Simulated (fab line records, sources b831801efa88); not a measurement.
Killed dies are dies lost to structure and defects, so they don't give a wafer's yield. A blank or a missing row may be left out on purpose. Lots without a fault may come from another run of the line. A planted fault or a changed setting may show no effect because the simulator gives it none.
One fault seen from 2 desks | flow gf180mcu | each desk has only its own numbers; what lay behind them comes last

THE TOOL OWNER'S DESK: cvd_w-02
The tool's own readings at GF_V4_CVD_23 (deposits W, target thk 350 nm, time 104.9 s): means of the sampled wafers that have a number, for each lot that ran on this tool. A lot is out of limits, marked OUT, if its mean lies more than 4 standard deviations from the usual mean; the brackets give that distance.
Columns: A = chamber_pressure_Torr at GF_V4_CVD_23, usual 40.01 Torr; B = heater_power_w at GF_V4_CVD_23, usual 1009 W; C = susceptor_temp_C at GF_V4_CVD_23, usual 399.93 C
lot  | first seen here | A               | B   | C
L807 | day 24 09:11    | 40.00           | 893 | 399.85
L808 | day 25 04:52    | 39.98           | 871 | 399.79
L815 | day 27 02:19    | 39.99           | 885 | 399.98
L820 | day 28 19:14    | 33.90 (-69) OUT | 899 | 399.67
L821 | day 29 03:54    | 33.95 (-69) OUT | 889 | 400.24
This desk's finding: out of limits on L820, L821; first on L820, day 28 19:14 (chamber_pressure_Torr at GF_V4_CVD_23). In limits: L807, L808, L815.

THE METROLOGY DESK
What the gauges read, lot by lot, whatever tool the lot ran on: means of the sampled wafers that have a number. A lot is out of limits, marked OUT, if its mean lies more than 4 standard deviations from the usual mean; the brackets give that distance.
Columns: A = V4_W_RS at GF_V4_RS_MEAS_24, usual 0.326 ohm/sq; B = V4_W_THK at GF_V4_THK_MEAS_25, usual 379 nm
lot  | first seen here | A                | B
L807 | day 24 09:19    | 0.326            | 379
L808 | day 25 04:59    | 0.323            | 381
L810 | day 25 08:23    | 0.325            | 378
L815 | day 27 02:26    | 0.324            | 381
L820 | day 28 19:22    | 0.356 (+9.1) OUT | 344 (-7.6) OUT
L821 | day 29 04:01    | 0.353 (+8.3) OUT | 348 (-6.7) OUT
L823 | day 29 07:37    | 0.329            | 376
L824 | day 29 22:26    | 0.327            | 380
L827 | day 30 23:48    | 0.327            | 376
L829 | day 31 05:32    | 0.328            | 378
L830 | day 31 10:10    | 0.326            | 381
This desk's finding: out of limits on L820, L821; first on L820, day 28 19:22 (V4_W_RS at GF_V4_RS_MEAS_24). In limits: L807, L808, L810, L815, L823, L824, L827, L829, L830.

PUT TOGETHER
The tool owner's desk could have raised an alarm at day 28 19:14, on L820, L821.
The metrology desk could have raised an alarm at day 28 19:22, on L820, L821.
Of the lots named, all ran GF_V4_CVD_23 on cvd_w-02.

WHAT THE SIMULATOR HAD PUT IN
Process parameter drift: cvd_w-02, from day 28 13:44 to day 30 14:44, at GF_V4_CVD_23. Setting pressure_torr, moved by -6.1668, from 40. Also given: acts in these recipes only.
Lots struck among those shown: L820, L821.
Hours from the fault's start to each desk's first reading out of limits: the tool owner's desk, 6; the metrology desk, 6.
